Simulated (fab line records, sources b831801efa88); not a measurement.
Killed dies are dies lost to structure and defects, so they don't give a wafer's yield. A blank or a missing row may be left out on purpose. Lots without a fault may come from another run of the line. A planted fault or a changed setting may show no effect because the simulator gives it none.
Which tool did it? | flow sky130 | 24 lots, 72 wafers sampled, at 4 steps of a route of 708

WHAT THE GAUGES READ, wafer by wafer
SKY_NWELL_RS_MEAS_31: measures by four-point-probe.
lot  | measured     | on            | PWDE_RS (ohm/sq)
L074 | day 5 03:53  | film_metro-04 | 5269 5274 5272
L075 | day 5 12:49  | film_metro-02 | 5271 5268 5269
L076 | day 5 18:19  | film_metro-02 | 5258 5269 5268
L077 | day 6 00:47  | film_metro-04 | 5265 5273 5278
L078 | day 6 07:26  | film_metro-04 | 5262 5289 5263
L079 | day 6 11:19  | film_metro-02 | 5237 5254 5269
L080 | day 6 21:10  | film_metro-02 | 5260 5254 5267
L081 | day 6 23:43  | film_metro-02 | 5266 5238 5251
L082 | day 7 10:49  | film_metro-04 | 5274 5270 5254
L083 | day 7 16:37  | film_metro-02 | 5284 5282 5259
L084 | day 7 19:28  | film_metro-02 | 5271 5237 5269
L085 | day 8 04:04  | film_metro-03 | 5275 5270 5272
L086 | day 8 07:29  | film_metro-02 | 5248 5271 5250
L087 | day 8 17:25  | film_metro-02 | 5255 5295 5302
L088 | day 9 01:30  | film_metro-03 | 5260 5264 5286
L089 | day 9 02:43  | film_metro-02 | 5294 5259 5272
L090 | day 9 10:23  | film_metro-03 | 5279 5279 5278
L091 | day 9 13:59  | film_metro-02 | 5285 5271 5292
L092 | day 9 18:40  | film_metro-04 | 5263 5271 5261
L093 | day 10 03:54 | film_metro-03 | 5297 5293 5294
L094 | day 10 10:50 | film_metro-03 | 5287 5280 5277
L095 | day 10 16:16 | film_metro-03 | 5276 5281 5261
L096 | day 10 21:05 | film_metro-04 | 5253 5265 5263
L097 | day 11 03:13 | film_metro-02 | 5264 5254 5267

SKY_VIA1_CD_MEAS_12: target cd 150 nm.
lot  | measured     | on        | cd_nm (nm)
L074 | day 33 17:38 | cd_sem-02 | 149.8 149.4 149.3
L075 | day 34 02:52 | cd_sem-02 | 150.1 151.4 150.2
L076 | day 34 07:14 | cd_sem-01 | 147.4 146.9 146.8
L077 | day 34 20:48 | cd_sem-02 | 149.9 151.9 150.3
L078 | day 35 05:33 | cd_sem-01 | 147.6 147.8 147.5
L079 | day 35 06:13 | cd_sem-01 | 152.1 151.9 151.9
L080 | day 35 23:40 | cd_sem-01 | 149.2 149.4 150.4
L081 | day 36 06:52 | cd_sem-01 | 148.9 149.2 149.8
L082 | day 36 11:53 | cd_sem-02 | 152.0 152.1 152.4
L083 | day 36 21:19 | cd_sem-02 | 150.5 148.6 150.5
L084 | day 37 04:17 | cd_sem-02 | 150.6 149.7 150.5
L085 | day 37 12:25 | cd_sem-01 | 148.8 148.7 149.1
L086 | day 37 22:57 | cd_sem-02 | 146.9 147.4 147.6
L087 | day 38 11:08 | cd_sem-01 | 150.0 149.3 149.7
L088 | day 38 17:40 | cd_sem-02 | 150.7 150.6 149.8
L089 | day 38 15:01 | cd_sem-01 | 148.9 148.9 148.0
L090 | day 39 13:54 | cd_sem-01 | 149.9 152.3 150.3
L091 | day 39 10:10 | cd_sem-02 | 150.7 150.8 151.4
L092 | day 39 13:13 | cd_sem-01 | 149.6 150.6 149.9
L093 | day 39 19:31 | cd_sem-01 | 147.9 149.8 149.9
L094 | day 40 02:15 | cd_sem-01 | 147.6 146.7 149.1
L095 | day 40 11:20 | cd_sem-01 | 150.5 150.9 151.7
L096 | day 40 14:32 | cd_sem-01 | 151.6 153.3 152.1
L097 | day 40 21:04 | cd_sem-01 | 152.0 150.6 150.1

SKY_METAL3_OVL_MEAS_14.
lot  | measured     | on         | METAL3_OVL (nm)
L074 | day 38 09:48 | overlay-01 | -1 -5 2
L075 | day 38 18:38 | overlay-02 | -9 -7 -5
L076 | day 38 20:18 | overlay-01 | 2 7 -2
L077 | day 39 11:00 | overlay-01 | 0 2 0
L078 | day 39 19:09 | overlay-02 | -5 4 -3
L079 | day 39 21:26 | overlay-02 | 3 -4 2
L080 | day 40 11:05 | overlay-02 | -3 -2 -8
L081 | day 40 18:54 | overlay-02 | 10 1 -2
L082 | day 40 23:13 | overlay-02 | 7 1 5
L083 | day 41 07:30 | overlay-01 | -7 2 -2
L084 | day 41 13:51 | overlay-01 | 2 1 -8
L085 | day 41 23:12 | overlay-02 | 0 2 -9
L086 | day 42 06:24 | overlay-02 | 7 -1 4
L087 | day 42 19:46 | overlay-01 | 10 -1 8
L088 | day 43 00:46 | overlay-02 | 5 2 5
L089 | day 42 21:47 | overlay-01 | 6 1 -3
L090 | day 43 19:03 | overlay-01 | 4 1 2
L091 | day 43 14:53 | overlay-02 | -5 -3 -7
L092 | day 43 17:56 | overlay-02 | 7 -3 7
L093 | day 43 23:52 | overlay-02 | 12 1 0
L094 | day 44 05:48 | overlay-01 | 3 -4 -4
L095 | day 44 12:29 | overlay-01 | 1 -2 7
L096 | day 44 17:09 | overlay-02 | 7 0 -5
L097 | day 44 22:41 | overlay-01 | 0 4 8

WHICH TOOL RAN EACH LOT (tool, then ch and the chambers of the sampled wafers, then the start)
lot  | SKY_SPACER_ETCHBACK_02
L074 | rie_diel-01 ch 0,2,3, day 22 19:02
L075 | rie_diel-02 ch 0,2,3, day 23 06:08
L076 | rie_diel-02 ch 2,3, day 23 10:26
L077 | rie_diel-04 ch 0,3, day 24 00:51
L078 | rie_diel-01 ch 0,2, day 24 11:04
L079 | rie_diel-01 ch 0,1,3, day 24 15:02
L080 | rie_diel-04 ch 0,1,2, day 25 08:07
L081 | rie_diel-02 ch 1,2,3, day 25 14:46
L082 | rie_diel-01 ch 0,2,3, day 25 23:05
L083 | rie_diel-01 ch 0,1,2, day 26 06:44
L084 | rie_diel-02 ch 0,1, day 26 15:09
L085 | rie_diel-01 ch 0,2, day 27 00:20
L086 | rie_diel-01 ch 0,2,3, day 27 09:53
L087 | rie_diel-02 ch 2,3, day 27 23:20
L088 | rie_diel-04 ch 1,2,3, day 28 08:37
L089 | rie_diel-02 ch 1,2,3, day 28 06:03
L090 | rie_diel-01 ch 0,1,2, day 29 03:01
L091 | rie_diel-04 ch 1,2,3, day 29 01:49
L092 | rie_diel-04 ch 1,2,3, day 29 03:01
L093 | rie_diel-01 ch 1,2,3, day 29 11:47
L094 | rie_diel-01 ch 1,2,3, day 29 17:20
L095 | rie_diel-01 ch 1,2, day 30 05:46
L096 | rie_diel-04 ch 1,3, day 30 10:26
L097 | rie_diel-01 ch 2,3, day 30 17:59
- SKY_SPACER_ETCHBACK_02: etches Si3N4 in CH3F/O2, stops on SiO2, time 46.7 s, target depth 45 nm.

WHAT THE TOOLS THEMSELVES READ (means of the sampled wafers that have a number; where no wafer has one, the mark that the record gives instead)
SKY_SPACER_ETCHBACK_02.
lot  | tool        | ch3f_flow_sccm (sccm) | drypump_motor_current_A (A) | oes_product_au (a.u.) | throttle_valve_pct (%)
L074 | rie_diel-01 | 39.97                 | 5.8                         | 0.847                 | 10.562
L075 | rie_diel-02 | 40.06                 | 5.6                         | 0.849                 | 10.556
L076 | rie_diel-02 | 40.08                 | 5.9                         | 0.849                 | 10.558
L077 | rie_diel-04 | 40.07                 | 5.7                         | 0.859                 | 10.565
L078 | rie_diel-01 | 40.03                 | 5.3                         | 0.852                 | 10.563
L079 | rie_diel-01 | 40.04                 | 6.1                         | 0.856                 | 10.564
L080 | rie_diel-04 | 40.01                 | 5.3                         | 0.848                 | 10.569
L081 | rie_diel-02 | 40.00                 | 5.8                         | 0.851                 | 10.560
L082 | rie_diel-01 | 39.97                 | 5.8                         | 0.856                 | 10.565
L083 | rie_diel-01 | 39.83                 | 5.5                         | 0.854                 | 10.560
L084 | rie_diel-02 | 40.12                 | 5.7                         | 0.847                 | 10.556
L085 | rie_diel-01 | 40.03                 | 5.2                         | 0.862                 | 10.568
L086 | rie_diel-01 | 40.01                 | 5.8                         | 0.852                 | 10.556
L087 | rie_diel-02 | 40.06                 | 5.4                         | 0.861                 | 10.562
L088 | rie_diel-04 | 39.98                 | 5.2                         | 0.848                 | 10.569
L089 | rie_diel-02 | 39.93                 | 5.8                         | 0.860                 | 10.563
L090 | rie_diel-01 | 40.12                 | 5.5                         | 0.856                 | 10.572
L091 | rie_diel-04 | 39.92                 | 5.2                         | 0.854                 | 10.560
L092 | rie_diel-04 | 39.91                 | 5.2                         | 0.854                 | 10.563
L093 | rie_diel-01 | 39.93                 | 6.0                         | 0.860                 | 10.562
L094 | rie_diel-01 | 40.06                 | 6.0                         | 0.856                 | 10.568
L095 | rie_diel-01 | 40.11                 | 5.5                         | 0.860                 | 10.562
L096 | rie_diel-04 | 39.95                 | 5.3                         | 0.856                 | 10.567
L097 | rie_diel-01 | 40.06                 | 6.2                         | 0.852                 | 10.570

THE ANSWER, worked out from the rows above alone
Rule: what is usual is taken from the lots themselves. Put in order of their means at a reading, lots are off if they are a third of the lots or fewer, leave a main group of 4 or more, and stand apart from it by a gap of 3 or more times the standard deviation of the main group's means; of several such gaps the widest counts. A main group whose means are all the same, to the digits that the tables above print for the reading, isn't used. A lot without any number at a reading at which 4 lots or more have one is off too. The other lots that the step has rows for count as sound. The gauges are gone through in route order, then the tools' own readings, and for those a lot's mean is taken as printed above. The first step at which some lot is off is used, and at that step the reading that is off furthest; a lot without a number counts as furthest.
No lot is off at any reading shown: from this, nothing can be told.

WHAT THE SIMULATOR HAD PUT IN
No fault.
